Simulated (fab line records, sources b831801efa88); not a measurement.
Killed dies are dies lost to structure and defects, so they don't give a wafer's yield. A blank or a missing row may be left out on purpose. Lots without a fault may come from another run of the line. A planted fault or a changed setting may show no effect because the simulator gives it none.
fab line records | flow sky130
record lots=24 wafers=72 last_day=50
route steps=708 shown METAL2@484 METAL3@532 VIA3@593
lots that met no fault: from a run of the same line without faults
start_h: hours from the record's first day to the start of the lot's first wafer shown | wait_h: hours since the lot's step before | " the same as in the row above | L1.1+2: a row that stands for several wafers | - no value, or no start given | * or withheld: withheld | < > ~ a bound
route shown NAME@n: a module of which the file shows steps, and the number in the route of the first | usual: mean/standard deviation of fault-free wafers | same: alike in all rows | chamber/n: place in a boat | sites: the reading at each site | _std_site: their standard deviation | _edge_site: outer sites' mean less inner sites' | radius_mm: how far each site lies from the wafer's centre | mask NAME#n: copy n | behind: the tool/chamber that last shaped the wafer | hold: why the lot was held/for how many hours/how that ended | device: the transistor (n, p or np) that didn't switch | end of line: the same wafers' tests at the end of the route | a step without rows: its recipe alone | killed: dies lost to structure and defects at the first sort, not the wafer's yield | map: a wafer's dies, x killed, . not, _ none there
set.NAME: the setting as run; set.NAME@STEP: as run at that earlier step | model.NAME: the simulator's own value behind a step, which no gauge read
steps of the route over a sample of lots; a table a step, a row a wafer
services: from which hour (start_h, from the record's first day; less than 0 if before it) a tool's chamber was out of use, for how many hours, and why
## steps
# step SKY_METAL2_SPUTTER_01
# recipe material=TiN target_thk_nm=20 power_w=6500 time_s=16.7 chamber_pressure_pa=0.4
# usual chamber_pressure_pa=0.4000/0.0008 throttle_valve_pct=29.6/0.99
# columns lot.wafer tool chamber start_h wait_h chamber_pressure_pa throttle_valve_pct
L074.1 pvd_sputter-04 - 798.67 0.0 0.4008 29.9
L074.3 " - " " 0.4002 29.3
L074.6 " - " " 0.4005 30.0
L075.1 pvd_sputter-03 - 803.00 0.0 0.3993 29.1
L075.4 " - " " 0.3997 30.2
L075.5 " - " " 0.4002 29.1
L076.1 pvd_sputter-02 - 812.85 0.0 0.3986 27.4
L076.2 " - " " 0.3993 29.6
L076.4 " - " " 0.4005 31.1
L078.1 pvd_sputter-03 - 821.97 0.0 0.4007 28.9
L078.3 " - " " 0.4001 30.3
L078.6 " - " " 0.3979 30.1
L077.1 pvd_sputter-03 - 825.93 0.0 0.3998 30.0
L077.4 " - " " 0.3996 29.8
L077.6 " - " " 0.3994 28.8
L079.1 pvd_sputter-04 - 842.27 0.0 0.3991 30.0
L079.4 " - " " 0.3998 29.2
L079.6 " - " " 0.4000 29.3
L080.1 pvd_sputter-02 - 843.90 0.0 0.3987 30.9
L080.2 " - " " 0.4009 29.6
L080.6 " - " " 0.3998 30.1
L081.1 pvd_sputter-02 - 854.93 0.0 0.4002 29.7
L081.4 " - " " 0.4006 27.3
L081.5 " - " " 0.3992 30.8
L082.3 pvd_sputter-03 - 855.53 0.0 0.4004 30.0
L082.5 " - " " 0.3998 28.9
L082.6 " - " " 0.3998 30.1
L083.1 pvd_sputter-03 - 862.18 0.0 0.3998 30.2
L083.2 " - " " 0.3997 30.1
L083.5 " - " " 0.3995 29.1
L084.2 pvd_sputter-02 - 881.01 0.0 0.4014 27.3
L084.4 " - " " 0.4004 31.1
L084.6 " - " " 0.4002 29.7
L085.2 pvd_sputter-04 - 881.31 0.0 0.3994 30.3
L085.3 " - " " 0.4003 30.8
L085.5 " - " " 0.3984 30.9
L086.1 pvd_sputter-04 - 890.64 0.0 0.4023 31.0
L086.3 " - " " 0.3999 27.8
L086.4 " - " " 0.3996 30.2
L087.1 pvd_sputter-02 - 896.53 0.0 0.4002 29.7
L087.2 " - " " 0.4008 29.7
L087.3 " - " " 0.3998 27.5
L088.1 pvd_sputter-04 - 906.75 0.0 0.4003 29.9
L088.3 " - " " 0.4000 28.0
L088.6 " - " " 0.3993 30.9
L089.3 pvd_sputter-03 - 915.45 0.0 0.4005 30.2
L089.4 " - " " 0.4007 30.4
L089.5 " - " " 0.3999 30.3
L091.2 pvd_sputter-02 - 926.10 0.0 0.4006 29.4
L091.4 " - " " 0.4010 31.1
L091.6 " - " " 0.3996 29.6
L090.2 pvd_sputter-03 - 926.39 0.0 0.3993 28.9
L090.3 " - " " 0.4017 29.8
L090.5 " - " " 0.3998 29.7
L092.1 pvd_sputter-04 - 938.21 0.0 0.3992 30.1
L092.4 " - " " 0.4004 30.6
L092.5 " - " " 0.4013 29.4
L093.2 pvd_sputter-02 - 946.34 0.0 0.3997 29.6
L093.3 " - " " 0.3995 30.9
L093.5 " - " " 0.3997 27.5
L094.1 pvd_sputter-03 - 955.76 0.0 0.3997 30.2
L094.4 " - " " 0.4021 30.2
L094.5 " - " " 0.4002 30.2
L097.1 pvd_sputter-03 - 966.29 0.0 0.4002 29.7
L097.4 " - " " 0.4004 30.1
L097.5 " - " " 0.3993 29.8
L095.2 pvd_sputter-04 - 966.41 0.0 0.3993 30.7
L095.4 " - " " 0.4002 30.9
L095.5 " - " " 0.4019 29.5
L096.1 pvd_sputter-02 - 969.92 0.0 0.3996 29.9
L096.2 " - " " 0.3999 30.7
L096.3 " - " " 0.4002 29.6
# step SKY_METAL2_ETCH_18
# recipe chemistry=N2/H2 target=BARC ion_energy_ev=200 bias_w=100 pressure_mtorr=30 n2_flow_sccm=100 h2_flow_sccm=200 icp_w=500 stop_on=SiO2 time_s=45.9 target_depth_a=600
# usual drypump_motor_current_A=5.6/0.51 oes_product_au=0.855/0.0045 throttle_valve_pct=13.225/0.0092
# columns lot.wafer tool chamber start_h wait_h drypump_motor_current_A oes_product_au rf_hours_counter_h throttle_valve_pct
L074.1 rie_metal-01 1 825.62 0.0 5.2 0.857 15 13.218
L074.3 " 0 " " 6.3 0.847 - 13.232
L074.6 " 1 " " 5.2 0.859 - 13.236
L075.1 rie_metal-04 0 830.47 0.0 6.2 0.860 2 13.222
L075.4 " 0 " " 6.2 0.851 - 13.207
L075.5 " 0 " " 6.2 0.858 - 13.215
L076.1 rie_metal-01 1 839.67 0.0 5.2 0.854 15 13.225
L076.2 " 0 " " 6.3 0.853 18 13.213
L076.4 " 0 " " 6.3 0.855 - 13.222
L078.1 rie_metal-01 1 848.09 0.0 5.2 0.847 16 13.236
L078.3 " 1 " " 5.2 0.855 - 13.216
L078.6 " 0 " " 6.3 0.861 - 13.217
L077.1 rie_metal-03 1 853.22 0.0 6.1 0.864 9 13.225
L077.4 " 0 " " 5.4 0.859 - 13.224
L077.6 " 0 " " 5.4 0.865 - 13.228
L079.1 rie_metal-03 0 868.93 0.1 5.4 0.859 4 13.238
L079.4 " 0 " " 5.4 0.858 - 13.232
L079.6 " 0 " " 5.4 0.859 - 13.221
L080.1 rie_metal-01 0 870.52 0.0 6.3 0.846 20 13.236
L080.2 " 1 " " 5.2 0.854 17 13.225
L080.6 " 0 " " 6.3 0.859 - 13.211
L081.1 rie_metal-03 0 881.23 0.1 5.4 0.850 4 13.226
L081.4 " 0 " " 5.4 0.849 - 13.222
L081.5 " 0 " " 5.4 0.847 - 13.228
L082.3 rie_metal-04 1 882.15 0.0 4.9 0.862 - 13.223
L082.5 " 0 " " 6.2 0.854 - 13.222
L082.6 " 1 " " 4.9 0.858 - 13.220
L083.1 rie_metal-03 0 888.97 0.1 5.4 0.860 5 13.231
L083.2 " 0 " " 5.4 0.857 - 13.221
L083.5 " 0 " " 5.4 0.858 - 13.223
L084.2 rie_metal-01 1 906.73 0.1 5.2 0.857 - 13.230
L084.4 " 1 " " 5.2 0.850 - 13.197
L084.6 " 1 " " 5.2 0.858 - 13.213
L085.2 rie_metal-03 0 908.37 0.1 5.4 0.856 - 13.234
L085.3 " 0 " " 5.4 0.853 - 13.212
L085.5 " 0 " " 5.4 0.854 - 13.209
L086.1 rie_metal-01 1 916.90 0.1 5.2 0.853 20 13.242
L086.3 " 1 " " 5.2 0.859 - 13.215
L086.4 " 1 " " 5.2 0.854 - 13.247
L087.1 rie_metal-04 1 921.32 0.0 4.9 0.856 17 13.231
L087.2 " 0 " " 6.2 0.853 6 13.223
L087.3 " 1 " " 4.9 0.850 - 13.220
L088.1 rie_metal-04 0 931.52 0.0 6.2 0.855 7 13.229
L088.3 " 1 " " 4.9 0.860 - 13.218
L088.6 " 1 " " 4.9 0.854 - 13.229
L089.3 rie_metal-04 0 941.11 0.0 6.2 0.855 - 13.229
L089.4 " 1 " " 4.9 0.846 - 13.244
L089.5 " 0 " " 6.2 0.858 - 13.224
L091.2 rie_metal-03 1 951.10 0.0 6.2 0.856 11 13.241
L091.4 " 1 " " 6.1 0.848 - 13.221
L091.6 " 1 " " 6.1 0.857 - 13.216
L090.2 rie_metal-04 0 951.42 0.0 6.2 0.855 8 13.221
L090.3 " 0 " " 6.2 0.858 - 13.209
L090.5 " 1 " " 4.9 0.852 - 13.217
L092.1 rie_metal-04 0 962.79 0.1 6.2 0.856 8 13.233
L092.4 " 0 " " 6.2 0.850 - 13.237
L092.5 " 0 " " 6.2 0.849 - 13.239
L093.2 rie_metal-03 1 971.45 0.0 6.1 0.854 12 13.219
L093.3 " 1 " " 6.1 0.860 - 13.223
L093.5 " 0 " " 5.4 0.851 - 13.224
L094.1 rie_metal-04 1 979.70 0.0 4.9 0.857 0 13.230
L094.4 " 0 " " 6.2 0.855 - 13.235
L094.5 " 0 " " 6.2 0.854 - 13.226
L097.1 rie_metal-04 0 990.38 0.0 6.2 0.848 10 13.232
L097.4 " 1 " " 4.9 0.855 - 13.227
L097.5 " 1 " " 4.9 0.859 - 13.229
L095.2 rie_metal-03 1 990.45 0.0 6.1 0.863 12 13.215
L095.4 " 1 " " 6.1 0.848 - 13.221
L095.5 " 0 " " 5.4 0.846 - 13.224
L096.1 rie_metal-03 1 994.22 0.0 6.1 0.857 13 13.218
L096.2 " 0 " " 5.4 0.855 11 13.232
L096.3 " 0 " " 5.4 0.860 - 13.230
# step SKY_METAL3_SPUTTER_00
# recipe material=Ti target_thk_nm=15 power_w=3000 time_s=10 chamber_pressure_pa=0.4
# usual chamber_pressure_pa=0.4001/0.00088 throttle_valve_pct=30.0/1.2
# columns lot.wafer tool chamber start_h wait_h chamber_pressure_pa throttle_valve_pct
L074.1 pvd_sputter-01 - 855.21 0.2 0.4004 30.1
L074.3 " - " " 0.3996 29.9
L074.6 " - " " 0.3997 30.4
L075.1 pvd_sputter-02 - 860.07 0.2 0.4005 27.5
L075.4 " - " " 0.3988 29.8
L075.5 " - " " 0.3993 29.5
L076.1 pvd_sputter-01 - 868.48 0.2 0.4001 30.0
L076.2 " - " " 0.4019 32.6
L076.4 " - " " 0.4004 28.4
L078.1 pvd_sputter-03 - 877.34 0.1 0.3996 28.9
L078.3 " - " " 0.4008 30.0
L078.6 " - " " 0.3990 30.1
L077.1 pvd_sputter-01 - 882.18 0.1 0.4007 29.9
L077.4 " - " " 0.4008 28.5
L077.6 " - " " 0.4005 30.2
L079.1 pvd_sputter-01 - 897.95 0.2 0.3998 32.6
L079.4 " - " " 0.3988 30.0
L079.6 " - " " 0.3999 32.4
L080.1 pvd_sputter-02 - 898.58 0.1 0.3997 29.7
L080.2 " - " " 0.3997 27.4
L080.6 " - " " 0.4003 30.8
L081.1 pvd_sputter-03 - 910.36 0.2 0.4001 30.5
L081.4 " - " " 0.3954 28.9
L081.5 " - " " 0.4018 29.9
L082.3 pvd_sputter-01 - 910.93 0.1 0.3987 32.4
L082.5 " - " " 0.4000 32.7
L082.6 " - " " 0.3999 30.2
L083.1 pvd_sputter-01 - 917.23 0.1 0.4005 30.1
L083.2 " - " " 0.3992 28.6
L083.5 " - " " 0.4006 30.1
L084.2 pvd_sputter-03 - 934.71 0.1 0.4002 29.8
L084.4 " - " " 0.4006 30.1
L084.6 " - " " 0.4009 29.8
L085.2 pvd_sputter-01 - 936.25 0.1 0.4003 29.9
L085.3 " - " " 0.4009 28.4
L085.5 " - " " 0.3988 30.1
L086.1 pvd_sputter-01 - 944.78 0.1 0.4003 29.8
L086.3 " - " " 0.4004 30.0
L086.4 " - " " 0.3989 32.5
L087.1 pvd_sputter-01 - 948.70 0.2 0.4008 29.9
L087.2 " - " " 0.4018 29.9
L087.3 " - " " 0.3999 32.4
L088.1 pvd_sputter-01 - 959.58 0.1 0.4009 28.2
L088.3 " - " " 0.3996 32.2
L088.6 " - " " 0.3994 29.9
L089.3 pvd_sputter-02 - 968.32 0.1 0.4010 29.9
L089.4 " - " " 0.4000 30.8
L089.5 " - " " 0.4014 29.6
L091.2 pvd_sputter-03 - 977.73 0.2 0.4006 30.0
L091.4 " - " " 0.4009 30.1
L091.6 " - " " 0.4001 30.0
L090.2 pvd_sputter-01 - 977.94 0.1 0.4016 28.3
L090.3 " - " " 0.4000 32.3
L090.5 " - " " 0.3993 32.7
L092.1 pvd_sputter-03 - 989.69 0.2 0.4001 28.9
L092.4 " - " " 0.3989 30.3
L092.5 " - " " 0.4011 30.2
L093.2 pvd_sputter-03 - 998.05 0.2 0.4008 30.1
L093.3 " - " " 0.3989 30.1
L093.5 " - " " 0.3998 30.1
L094.1 pvd_sputter-03 - 1006.60 0.1 0.4007 28.9
L094.4 " - " " 0.4000 30.6
L094.5 " - " " 0.4007 28.9
L097.1 pvd_sputter-03 - 1018.96 0.1 0.4002 30.2
L097.4 " - " " 0.3984 29.8
L097.5 " - " " 0.4000 29.1
L095.2 pvd_sputter-01 - 1019.56 0.2 0.4004 32.3
L095.4 " - " " 0.4003 28.5
L095.5 " - " " 0.4017 28.4
L096.1 pvd_sputter-03 - 1021.92 0.2 0.4011 30.4
L096.2 " - " " 0.3995 29.2
L096.3 " - " " 0.3995 30.1
# step SKY_METAL3_ETCH_16
# recipe chemistry=N2/H2 target=BARC ion_energy_ev=200 bias_w=100 pressure_mtorr=30 n2_flow_sccm=100 h2_flow_sccm=200 icp_w=500 stop_on=SiO2 time_s=88.2 target_depth_a=600
# usual drypump_motor_current_A=5.4/0.55 oes_product_au=0.626/0.0046 throttle_valve_pct=13.205/0.0093
# columns lot.wafer tool chamber start_h wait_h drypump_motor_current_A oes_product_au rf_hours_counter_h throttle_valve_pct
L074.1 rie_metal-04 1 908.64 0.0 4.9 0.628 16 13.215
L074.3 " 0 " " 6.2 0.629 - 13.209
L074.6 " 0 " " 6.2 0.632 - 13.202
L075.1 rie_metal-01 1 913.01 0.1 5.2 0.621 19 13.214
L075.4 " 1 " " 5.2 0.630 - 13.191
L075.5 " 1 " " 5.2 0.620 - 13.219
L076.1 rie_metal-02 1 921.09 0.0 4.9 0.624 7 13.186
L076.2 " 0 " " 5.2 0.630 5 13.203
L076.4 " 1 " " 4.9 0.621 - 13.211
L078.1 rie_metal-01 0 930.09 0.0 6.3 0.619 0 13.193
L078.3 " 0 " " 6.3 0.619 - 13.214
L078.6 " 1 " " 5.2 0.619 - 13.190
L077.1 rie_metal-02 0 934.27 0.0 5.1 0.623 6 13.195
L077.4 " 1 " " 4.9 0.631 - 13.213
L077.6 " 0 " " 5.2 0.625 - 13.207
L079.1 rie_metal-01 1 948.49 0.0 5.2 0.631 0 13.221
L079.4 " 0 " " 6.2 0.625 - 13.215
L079.6 " 1 " " 5.2 0.620 - 13.208
L080.1 rie_metal-01 0 949.50 0.0 6.2 0.614 3 13.209
L080.2 " 1 " " 5.2 0.624 0 13.211
L080.6 " 0 " " 6.3 0.624 - 13.209
L081.1 rie_metal-01 0 960.54 0.0 6.3 0.624 3 13.204
L081.4 " 1 " " 5.2 0.618 - 13.212
L081.5 " 1 " " 5.2 0.621 - 13.207
L082.3 rie_metal-02 1 960.93 0.0 4.9 0.629 - 13.209
L082.5 " 0 " " 5.1 0.630 - 13.206
L082.6 " 1 " " 4.9 0.628 - 13.199
L083.1 rie_metal-01 1 968.10 0.0 5.2 0.625 1 13.199
L083.2 " 0 " " 6.3 0.620 3 13.208
L083.5 " 0 " " 6.3 0.625 - 13.208
L084.2 rie_metal-04 1 983.15 0.0 4.9 0.625 0 13.202
L084.4 " 0 " " 6.2 0.627 - 13.211
L084.6 " 0 " " 6.2 0.632 - 13.221
L085.2 rie_metal-02 0 985.28 0.0 5.1 0.628 9 13.195
L085.3 " 0 " " 5.1 0.615 - 13.206
L085.5 " 1 " " 4.9 0.621 - 13.198
L086.1 rie_metal-01 1 993.74 0.0 5.2 0.628 2 13.196
L086.3 " 0 " " 6.3 0.628 - 13.200
L086.4 " 1 " " 5.2 0.623 - 13.207
L087.1 rie_metal-02 1 996.89 0.0 4.9 0.628 11 13.208
L087.2 " 0 " " 5.2 0.620 9 13.192
L087.3 " 0 " " 5.1 0.626 - 13.203
L088.1 rie_metal-02 0 1007.89 0.0 5.1 0.619 10 13.198
L088.3 " 1 " " 4.9 0.626 - 13.199
L088.6 " 1 " " 4.9 0.618 - 13.222
L089.3 rie_metal-04 0 1016.48 0.0 6.2 0.631 - 13.212
L089.4 " 1 " " 4.9 0.632 - 13.192
L089.5 " 1 " " 4.9 0.622 - 13.205
L091.2 rie_metal-02 0 1026.20 0.0 5.1 0.627 10 13.192
L091.4 " 1 " " 4.9 0.623 - 13.211
L091.6 " 0 " " 5.1 0.629 - 13.218
L090.2 rie_metal-04 1 1026.49 0.0 4.9 0.635 3 13.189
L090.3 " 0 " " 6.2 0.625 - 13.208
L090.5 " 1 " " 4.9 0.620 - 13.199
L092.1 rie_metal-04 0 1037.24 0.0 6.2 0.633 13 13.214
L092.4 " 1 " " 4.9 0.631 - 13.212
L092.5 " 1 " " 4.9 0.636 - 13.191
L093.2 rie_metal-04 1 1044.74 0.0 4.9 0.625 4 13.217
L093.3 " 1 " " 4.9 0.627 - 13.195
L093.5 " 0 " " 6.2 0.630 - 13.204
L094.1 rie_metal-04 1 1051.20 0.0 4.9 0.632 5 13.198
L094.4 " 1 " " 4.9 0.628 - 13.223
L094.5 " 0 " " 6.2 0.626 - 13.208
L097.1 rie_metal-01 1 1062.55 0.0 5.2 0.628 7 13.185
L097.4 " 0 " " 6.3 0.628 - 13.207
L097.5 " 0 " " 6.2 0.631 - 13.195
L095.2 rie_metal-02 0 1063.70 0.0 5.2 0.624 12 13.202
L095.4 " 1 " " 4.9 0.623 - 13.202
L095.5 " 0 " " 5.2 0.620 - 13.203
L096.1 rie_metal-04 1 1067.73 0.0 4.9 0.628 5 13.193
L096.2 " 0 " " 6.2 0.629 15 13.219
L096.3 " 1 " " 4.9 0.626 - 13.209
# step SKY_VIA3_SPUTTER_20
# recipe material=TiN target_thk_nm=20 chamber_pressure_pa=5 power_w=4000 time_s=80
# usual chamber_pressure_pa=5.000/0.0095 throttle_valve_pct=29.5/1.1
# columns lot.wafer tool chamber start_h wait_h chamber_pressure_pa throttle_valve_pct
L074.1 pvd_sputter-02 - 935.21 0.0 4.996 29.4
L074.3 " - " " 5.011 30.9
L074.6 " - " " 5.013 29.5
L075.1 pvd_sputter-02 - 941.33 0.0 4.994 29.7
L075.4 " - " " 4.996 29.4
L075.5 " - " " 4.999 29.5
L076.1 pvd_sputter-04 - 947.74 0.0 4.999 31.0
L076.2 " - " " 4.998 29.1
L076.4 " - " " 5.020 29.9
L078.1 pvd_sputter-02 - 957.01 0.0 5.011 27.5
L078.3 " - " " 5.002 29.7
L078.6 " - " " 4.999 30.9
L077.1 pvd_sputter-02 - 960.91 0.0 4.992 29.7
L077.4 " - " " 5.008 27.4
L077.6 " - " " 4.992 29.7
L079.1 pvd_sputter-03 - 975.26 0.0 4.995 30.0
L079.4 " - " " 5.004 28.8
L079.6 " - " " 5.010 29.9
L080.1 pvd_sputter-04 - 976.04 0.0 5.002 30.8
L080.2 " - " " 5.003 29.3
L080.6 " - " " 5.005 27.7
L081.1 pvd_sputter-04 - 986.85 0.0 5.001 30.8
L081.4 " - " " 5.018 27.6
L081.5 " - " " 5.003 30.6
L082.3 pvd_sputter-03 - 987.69 0.0 4.986 30.0
L082.5 " - " " 4.983 30.2
L082.6 " - " " 4.994 29.0
L083.1 pvd_sputter-03 - 993.92 0.0 4.998 29.8
L083.2 " - " " 5.004 28.6
L083.5 " - " " 5.003 30.1
L084.2 pvd_sputter-04 - 1008.58 0.0 4.981 27.6
L084.4 " - " " 4.997 30.8
L084.6 " - " " 5.005 30.1
L085.2 pvd_sputter-04 - 1011.29 0.0 4.994 31.3
L085.3 " - " " 5.001 27.8
L085.5 " - " " 4.999 29.8
L086.1 pvd_sputter-03 - 1019.30 0.0 5.001 30.1
L086.3 " - " " 5.005 29.0
L086.4 " - " " 4.994 30.1
L087.1 pvd_sputter-02 - 1022.43 0.0 4.995 29.8
L087.2 " - " " 4.986 30.8
L087.3 " - " " 4.999 29.5
L088.1 pvd_sputter-04 - 1031.93 0.0 4.999 30.2
L088.3 " - " " 5.004 30.9
L088.6 " - " " 5.000 30.6
L089.3 pvd_sputter-03 - 1043.58 0.0 4.985 30.3
L089.4 " - " " 5.004 29.0
L089.5 " - " " 4.991 29.9
L091.2 pvd_sputter-04 - 1050.56 0.0 4.990 29.9
L091.4 " - " " 5.005 29.3
L091.6 " - " " 5.008 31.1
L090.2 pvd_sputter-04 - 1051.07 0.0 4.996 29.4
L090.3 " - " " 5.008 31.1
L090.5 " - " " 4.990 29.3
L092.1 pvd_sputter-02 - 1062.29 0.0 5.016 29.7
L092.4 " - " " 5.004 31.0
L092.5 " - " " 4.993 31.0
L093.2 pvd_sputter-04 - 1069.13 0.0 5.014 27.4
L093.3 " - " " 4.986 29.1
L093.5 " - " " 5.019 27.6
L094.1 pvd_sputter-03 - 1075.68 0.0 5.001 30.5
L094.4 " - " " 4.994 30.0
L094.5 " - " " 5.015 29.0
L097.1 pvd_sputter-04 - 1086.73 0.0 4.983 30.7
L097.4 " - " " 5.000 27.5
L097.5 " - " " 4.996 29.5
L095.2 pvd_sputter-02 - 1087.59 0.0 5.008 27.6
L095.4 " - " " 4.991 29.8
L095.5 " - " " 4.999 29.6
L096.1 pvd_sputter-04 - 1091.17 0.0 4.995 27.9
L096.2 " - " " 4.984 29.9
L096.3 " - " " 5.016 29.1
# step SKY_VIA3_RS_MEAS_22
# recipe thk_meas_gauge=four-point-probe reads=W_of_VIA3_CVD_21+TiN_of_VIA3_SPUTTER_20
# usual VIA3_W_RS=0.295/0.0037
# columns lot.wafer tool chamber start_h wait_h VIA3_W_RS[ohm/sq]
L074.1 film_metro-02 - 935.51 0.2 0.296
L074.3 " - " " 0.290
L074.6 " - " " 0.295
L075.1 film_metro-02 - 941.51 0.1 0.299
L075.4 " - " " 0.300
L075.5 " - " " 0.297
L076.1 film_metro-02 - 947.92 0.1 0.297
L076.2 " - " " 0.290
L076.4 " - " " 0.291
L078.1 film_metro-02 - 957.19 0.1 0.297
L078.3 " - " " 0.298
L078.6 " - " " 0.295
L077.1 film_metro-03 - 961.09 0.1 0.293
L077.4 " - " " 0.289
L077.6 " - " " 0.292
L079.1 film_metro-02 - 975.45 0.1 0.299
L079.4 " - " " 0.297
L079.6 " - " " 0.298
L080.1 film_metro-04 - 976.22 0.1 0.293
L080.2 " - " " 0.289
L080.6 " - " " 0.295
L081.1 film_metro-04 - 987.04 0.1 0.290
L081.4 " - " " 0.293
L081.5 " - " " 0.289
L082.3 film_metro-04 - 987.91 0.1 0.295
L082.5 " - " " 0.295
L082.6 " - " " 0.289
L083.1 film_metro-04 - 994.10 0.1 0.293
L083.2 " - " " 0.293
L083.5 " - " " 0.294
L084.2 film_metro-03 - 1008.79 0.1 0.297
L084.4 " - " " 0.291
L084.6 " - " " 0.293
L085.2 film_metro-03 - 1011.50 0.1 0.294
L085.3 " - " " 0.292
L085.5 " - " " 0.302
L086.1 film_metro-04 - 1019.48 0.1 0.293
L086.3 " - " " 0.293
L086.4 " - " " 0.294
L087.1 film_metro-02 - 1022.61 0.1 0.299
L087.2 " - " " 0.296
L087.3 " - " " 0.299
L088.1 film_metro-04 - 1032.23 0.2 0.297
L088.3 " - " " 0.300
L088.6 " - " " 0.294
L089.3 film_metro-03 - 1043.80 0.1 0.288
L089.4 " - " " 0.301
L089.5 " - " " 0.298
L091.2 film_metro-03 - 1050.77 0.1 0.288
L091.4 " - " " 0.288
L091.6 " - " " 0.287
L090.2 film_metro-04 - 1051.28 0.1 0.302
L090.3 " - " " 0.300
L090.5 " - " " 0.297
L092.1 film_metro-04 - 1062.47 0.1 0.288
L092.4 " - " " 0.288
L092.5 " - " " 0.289
L093.2 film_metro-04 - 1069.34 0.1 0.291
L093.3 " - " " 0.297
L093.5 " - " " 0.286
L094.1 film_metro-03 - 1075.87 0.1 0.294
L094.4 " - " " 0.296
L094.5 " - " " 0.291
L097.1 film_metro-04 - 1086.91 0.1 0.294
L097.4 " - " " 0.290
L097.5 " - " " 0.288
L095.2 film_metro-04 - 1087.79 0.1 0.298
L095.4 " - " " 0.297
L095.5 " - " " 0.299
L096.1 film_metro-02 - 1091.35 0.1 0.295
L096.2 " - " " 0.296
L096.3 " - " " 0.294
## services
# columns tool chamber start_h hours kind
pvd_sputter-02 - 783.89 2.0 repair
rie_metal-03 0 804.55 1.2 repair
pvd_sputter-03 1 815.27 - consumable_replace:kit
pvd_sputter-03 1 815.27 18.0 scheduled_down
pvd_sputter-03 1 815.27 18.0 vent_cycle
pvd_sputter-02 - 823.24 5.2 repair
pvd_sputter-04 - 850.35 2.1 repair
pvd_sputter-02 0 855.05 - consumable_replace:kit
pvd_sputter-02 0 855.05 18.0 scheduled_down
pvd_sputter-02 0 855.05 18.0 vent_cycle
rie_metal-03 1 859.70 55.5 repair
rie_metal-01 - 888.85 2.8 pm
pvd_sputter-03 - 947.15 2.1 repair
pvd_sputter-04 - 949.69 1.8 repair
pvd_sputter-04 0 958.13 - consumable_replace:kit
pvd_sputter-04 0 958.13 18.0 scheduled_down
pvd_sputter-03 0 977.88 - consumable_replace:kit
pvd_sputter-03 0 977.88 18.0 scheduled_down
pvd_sputter-03 0 977.88 18.0 vent_cycle
rie_metal-01 1 985.62 5.7 repair
rie_metal-02 - 1005.29 0.1 repair
pvd_sputter-02 - 1007.90 8.5 repair
rie_metal-02 - 1029.14 14.6 pm
rie_metal-02 1 1058.43 4.9 repair
## key
fault none
